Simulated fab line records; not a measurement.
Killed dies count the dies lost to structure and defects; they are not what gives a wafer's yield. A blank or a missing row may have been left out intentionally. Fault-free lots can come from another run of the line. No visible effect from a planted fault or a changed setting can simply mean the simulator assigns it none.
The tool behind it: which one? || flow gf180mcu || Sampling: 13 lots, 39 wafers, 5 of 602 route steps

== WHAT THE GAUGES SHOWED, per wafer ==
GF_NWELL_OVL_MEAS_07.
{"lot": "L589", "measured": "day 3 07:22", "on": "overlay-02", "NWELL_OVL (nm)": "-2.7 -1.3 -2.6"}
{"lot": "L591", "measured": "day 3 19:31", "on": "overlay-01", "NWELL_OVL (nm)": "-2.1 -1.1 -0.9"}
{"lot": "L592", "measured": "day 3 22:27", "on": "overlay-02", "NWELL_OVL (nm)": "-3.3 -2.2 -3.1"}
{"lot": "L593", "measured": "day 4 04:49", "on": "overlay-01", "NWELL_OVL (nm)": "-0.3 -1.2 -2.9"}
{"lot": "L594", "measured": "day 4 09:45", "on": "overlay-01", "NWELL_OVL (nm)": "-0.9 -0.7 -1.2"}
{"lot": "L596", "measured": "day 4 20:34", "on": "overlay-01", "NWELL_OVL (nm)": "-3.3 -3.3 -2.7"}
{"lot": "L597", "measured": "day 5 02:43", "on": "overlay-01", "NWELL_OVL (nm)": "-1.3 -0.8 -1.0"}
{"lot": "L601", "measured": "day 6 02:28", "on": "overlay-02", "NWELL_OVL (nm)": "-0.2 -0.6 1.4"}
{"lot": "L602", "measured": "day 6 05:05", "on": "overlay-02", "NWELL_OVL (nm)": "2.3 0.9 1.3"}
{"lot": "L604", "measured": "day 6 17:34", "on": "overlay-01", "NWELL_OVL (nm)": "-0.7 1.7 -0.1"}
{"lot": "L608", "measured": "day 7 16:46", "on": "overlay-02", "NWELL_OVL (nm)": "-95.2 -94.7 -93.7"}
{"lot": "L609", "measured": "day 7 20:28", "on": "overlay-02", "NWELL_OVL (nm)": "-92.2 -91.8 -92.5"}
{"lot": "L612", "measured": "day 8 14:31", "on": "overlay-02", "NWELL_OVL (nm)": "-2.2 -0.8 0.5"}

GF_V4_RS_MEAS_24: a four-point-probe measurement.
{"lot": "L589", "measured": "day 24 09:50", "on": "film-metro-02", "V4_W_RS (ohm/sq)": "0.322 0.324 0.320"}
{"lot": "L591", "measured": "day 25 07:55", "on": "film-metro-03", "V4_W_RS (ohm/sq)": "0.328 0.333 0.333"}
{"lot": "L592", "measured": "day 25 10:44", "on": "film-metro-03", "V4_W_RS (ohm/sq)": "0.326 0.326 0.324"}
{"lot": "L593", "measured": "day 25 23:01", "on": "film-metro-01", "V4_W_RS (ohm/sq)": "0.326 0.331 0.327"}
{"lot": "L594", "measured": "day 26 00:58", "on": "film-metro-01", "V4_W_RS (ohm/sq)": "0.326 0.327 0.324"}
{"lot": "L596", "measured": "day 27 00:56", "on": "film-metro-02", "V4_W_RS (ohm/sq)": "0.327 0.324 0.321"}
{"lot": "L597", "measured": "day 27 03:59", "on": "film-metro-01", "V4_W_RS (ohm/sq)": "0.329 0.330 0.328"}
{"lot": "L601", "measured": "day 28 14:47", "on": "film-metro-03", "V4_W_RS (ohm/sq)": "0.331 0.327 0.327"}
{"lot": "L602", "measured": "day 28 20:01", "on": "film-metro-01", "V4_W_RS (ohm/sq)": "0.324 0.330 0.326"}
{"lot": "L604", "measured": "day 29 13:41", "on": "film-metro-01", "V4_W_RS (ohm/sq)": "0.330 0.330 0.330"}
{"lot": "L608", "measured": "day 30 13:04", "on": "film-metro-01", "V4_W_RS (ohm/sq)": "0.321 0.320 0.323"}
{"lot": "L609", "measured": "day 30 17:40", "on": "film-metro-03", "V4_W_RS (ohm/sq)": "0.323 0.321 0.323"}
{"lot": "L612", "measured": "day 31 13:05", "on": "film-metro-03", "V4_W_RS (ohm/sq)": "0.321 0.323 0.325"}

== EACH LOT AND THE TOOL THAT RAN IT (in order: tool; ch and the chambers of the sampled wafers; start) ==
{"lot": "L589", "GF_NWELL_EXPOSE_04": "iline-stepper-02 ch 0, day 3 01:10", "GF_M4_SPUTTER_04": "pvd-sputter-04, day 22 09:40", "GF_V4_ETCH_17": "rie-diel-03 ch 0,2, day 24 09:50 or earlier"}
{"lot": "L591", "GF_NWELL_EXPOSE_04": "iline-stepper-02 ch 0, day 3 12:58", "GF_M4_SPUTTER_04": "pvd-sputter-02, day 23 08:22", "GF_V4_ETCH_17": "rie-diel-01 ch 0,2,3, day 25 07:55 or earlier"}
{"lot": "L592", "GF_NWELL_EXPOSE_04": "iline-stepper-01 ch 0, day 3 16:38", "GF_M4_SPUTTER_04": "pvd-sputter-03, day 23 11:14", "GF_V4_ETCH_17": "rie-diel-03 ch 0,1,2, day 25 10:44 or earlier"}
{"lot": "L593", "GF_NWELL_EXPOSE_04": "iline-stepper-02 ch 0, day 3 22:18", "GF_M4_SPUTTER_04": "pvd-sputter-03, day 24 01:32", "GF_V4_ETCH_17": "rie-diel-03 ch 0,1,3, day 25 23:01 or earlier"}
{"lot": "L594", "GF_NWELL_EXPOSE_04": "iline-stepper-02 ch 0, day 4 03:10", "GF_M4_SPUTTER_04": "pvd-sputter-04, day 24 03:22", "GF_V4_ETCH_17": "rie-diel-03 ch 0,1, day 26 00:58 or earlier"}
{"lot": "L596", "GF_NWELL_EXPOSE_04": "iline-stepper-01 ch 0, day 4 13:50", "GF_M4_SPUTTER_04": "pvd-sputter-02, day 25 03:56", "GF_V4_ETCH_17": "rie-diel-02 ch 0,3, day 27 00:56 or earlier"}
{"lot": "L597", "GF_NWELL_EXPOSE_04": "iline-stepper-01 ch 0, day 4 19:30", "GF_M4_SPUTTER_04": "pvd-sputter-04, day 25 08:06", "GF_V4_ETCH_17": "rie-diel-03 ch 0,1, day 27 03:59 or earlier"}
{"lot": "L601", "GF_NWELL_EXPOSE_04": "iline-stepper-01 ch 0, day 5 19:25", "GF_M4_SPUTTER_04": "pvd-sputter-03, day 26 21:02", "GF_V4_ETCH_17": "rie-diel-02 ch 1,2,3, day 28 14:47 or earlier"}
{"lot": "L602", "GF_NWELL_EXPOSE_04": "iline-stepper-02 ch 0, day 5 21:55", "GF_M4_SPUTTER_04": "pvd-sputter-03, day 27 01:45", "GF_V4_ETCH_17": "rie-diel-02 ch 1,2,3, day 28 20:01 or earlier"}
{"lot": "L604", "GF_NWELL_EXPOSE_04": "iline-stepper-01 ch 0, day 6 10:28", "GF_M4_SPUTTER_04": "pvd-sputter-03, day 27 21:48", "GF_V4_ETCH_17": "rie-diel-03 ch 2,3, day 29 13:41 or earlier"}
{"lot": "L608", "GF_NWELL_EXPOSE_04": "iline-stepper-02 ch 0, day 7 09:19", "GF_M4_SPUTTER_04": "pvd-sputter-04, day 28 20:51", "GF_V4_ETCH_17": "rie-diel-01 ch 0,2,3, day 30 13:04 or earlier"}
{"lot": "L609", "GF_NWELL_EXPOSE_04": "iline-stepper-02 ch 0, day 7 12:13", "GF_M4_SPUTTER_04": "pvd-sputter-04, day 29 01:24", "GF_V4_ETCH_17": "rie-diel-03 ch 0,1,3, day 30 17:40 or earlier"}
{"lot": "L612", "GF_NWELL_EXPOSE_04": "iline-stepper-01 ch 0, day 8 06:13", "GF_M4_SPUTTER_04": "pvd-sputter-03, day 29 21:22", "GF_V4_ETCH_17": "rie-diel-02 ch 0,1,2, day 31 13:05 or earlier"}
- GF_NWELL_EXPOSE_04: exposes mask Nwell, target cd 860 nm.
- GF_M4_SPUTTER_04: material TiN, target thk 50 nm, time 41.7 s.
- GF_V4_ETCH_17: etches SiO2 in C4F8/O2/Ar, stops on TiN, target depth 630 nm.

== AS READ BY THE TOOLS THEMSELVES (means over the sampled wafers that have a number; for cases with no such wafer, the mark the record gives instead) ==
GF_NWELL_EXPOSE_04.
{"lot": "L589", "tool": "iline-stepper-02", "reticle-temp-C (C)": 23.04}
{"lot": "L591", "tool": "iline-stepper-02", "reticle-temp-C (C)": 22.90}
{"lot": "L592", "tool": "iline-stepper-01", "reticle-temp-C (C)": 23.05}
{"lot": "L593", "tool": "iline-stepper-02", "reticle-temp-C (C)": 22.89}
{"lot": "L594", "tool": "iline-stepper-02", "reticle-temp-C (C)": 22.85}
{"lot": "L596", "tool": "iline-stepper-01", "reticle-temp-C (C)": 23.00}
{"lot": "L597", "tool": "iline-stepper-01", "reticle-temp-C (C)": 23.01}
{"lot": "L601", "tool": "iline-stepper-01", "reticle-temp-C (C)": 22.94}
{"lot": "L602", "tool": "iline-stepper-02", "reticle-temp-C (C)": 22.96}
{"lot": "L604", "tool": "iline-stepper-01", "reticle-temp-C (C)": 22.93}
{"lot": "L608", "tool": "iline-stepper-02", "reticle-temp-C (C)": 23.01}
{"lot": "L609", "tool": "iline-stepper-02", "reticle-temp-C (C)": 23.19}
{"lot": "L612", "tool": "iline-stepper-01", "reticle-temp-C (C)": 22.83}

GF_M4_SPUTTER_04.
{"lot": "L589", "tool": "pvd-sputter-04", "throttle-valve-pct (%)": 30.4}
{"lot": "L591", "tool": "pvd-sputter-02", "throttle-valve-pct (%)": 30.6}
{"lot": "L592", "tool": "pvd-sputter-03", "throttle-valve-pct (%)": 30.7}
{"lot": "L593", "tool": "pvd-sputter-03", "throttle-valve-pct (%)": 31.0}
{"lot": "L594", "tool": "pvd-sputter-04", "throttle-valve-pct (%)": 30.8}
{"lot": "L596", "tool": "pvd-sputter-02", "throttle-valve-pct (%)": 30.7}
{"lot": "L597", "tool": "pvd-sputter-04", "throttle-valve-pct (%)": 30.4}
{"lot": "L601", "tool": "pvd-sputter-03", "throttle-valve-pct (%)": 29.8}
{"lot": "L602", "tool": "pvd-sputter-03", "throttle-valve-pct (%)": 30.2}
{"lot": "L604", "tool": "pvd-sputter-03", "throttle-valve-pct (%)": 30.8}
{"lot": "L608", "tool": "pvd-sputter-04", "throttle-valve-pct (%)": 30.3}
{"lot": "L609", "tool": "pvd-sputter-04", "throttle-valve-pct (%)": 30.2}
{"lot": "L612", "tool": "pvd-sputter-03", "throttle-valve-pct (%)": 31.1}

GF_V4_ETCH_17.
{"lot": "L589", "tool": "rie-diel-03", "chamber-pressure-mTorr (mTorr)": 40.00, "oes-product-au (a.u.)": 0.853}
{"lot": "L591", "tool": "rie-diel-01", "chamber-pressure-mTorr (mTorr)": 39.98, "oes-product-au (a.u.)": 0.858}
{"lot": "L592", "tool": "rie-diel-03", "chamber-pressure-mTorr (mTorr)": 39.99, "oes-product-au (a.u.)": 0.854}
{"lot": "L593", "tool": "rie-diel-03", "chamber-pressure-mTorr (mTorr)": 40.00, "oes-product-au (a.u.)": 0.856}
{"lot": "L594", "tool": "rie-diel-03", "chamber-pressure-mTorr (mTorr)": 40.02, "oes-product-au (a.u.)": 0.852}
{"lot": "L596", "tool": "rie-diel-02", "chamber-pressure-mTorr (mTorr)": 39.98, "oes-product-au (a.u.)": 0.855}
{"lot": "L597", "tool": "rie-diel-03", "chamber-pressure-mTorr (mTorr)": 39.99, "oes-product-au (a.u.)": 0.856}
{"lot": "L601", "tool": "rie-diel-02", "chamber-pressure-mTorr (mTorr)": 40.02, "oes-product-au (a.u.)": 0.852}
{"lot": "L602", "tool": "rie-diel-02", "chamber-pressure-mTorr (mTorr)": 39.99, "oes-product-au (a.u.)": 0.861}
{"lot": "L604", "tool": "rie-diel-03", "chamber-pressure-mTorr (mTorr)": 39.99, "oes-product-au (a.u.)": 0.856}
{"lot": "L608", "tool": "rie-diel-01", "chamber-pressure-mTorr (mTorr)": 40.04, "oes-product-au (a.u.)": 0.859}
{"lot": "L609", "tool": "rie-diel-03", "chamber-pressure-mTorr (mTorr)": 40.01, "oes-product-au (a.u.)": 0.856}
{"lot": "L612", "tool": "rie-diel-02", "chamber-pressure-mTorr (mTorr)": 39.99, "oes-product-au (a.u.)": 0.853}

== THE ANSWER, worked out from the rows above alone ==
Rule: the lots themselves supply what counts as usual. The widest of any qualifying gaps counts: lots, ordered by their means at a reading, are off when they make up no more than a third of the lots, leave a main group of 4 or more, and stand apart from it by 3 or more times the standard deviation of that group's means. A main group is skipped when, at the precision printed for the reading in the tables above, its means are all equal. A lot without any number at a reading at which 4 lots or more have one is off too. All remaining lots with rows at the step are treated as sound. Order of review: gauges by route order, followed by the tools' own readings, for which a lot's mean as printed above is used. At the first step where some lot is off, the reading lying furthest off is the one used; lots without a number count as furthest.
Off: at GF_NWELL_OVL_MEAS_07 (NWELL_OVL), L608, L609. The main group: mean -1.1 nm, standard deviation 1.3.
A tool fits if, at a process step before that reading, it ran every lot that is off, and no sound lot after the first of them. Gauges at GF_NWELL_OVL_MEAS_07: tried the same way as those tools. One candidate fits, namely iline-stepper-02 at GF_NWELL_EXPOSE_04. Its last sound lot is L602 (day 5 21:55), its first lot that is off L608 (day 7 09:19): a fault that began between those two fits.

== WHAT THE SIMULATOR PUT IN ==
Scanner matching overlay: iline-stepper-02, from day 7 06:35 on, at GF_NWELL_EXPOSE_04. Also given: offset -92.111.
Struck lots among those shown: L608, L609. The rule above reached the same finding.
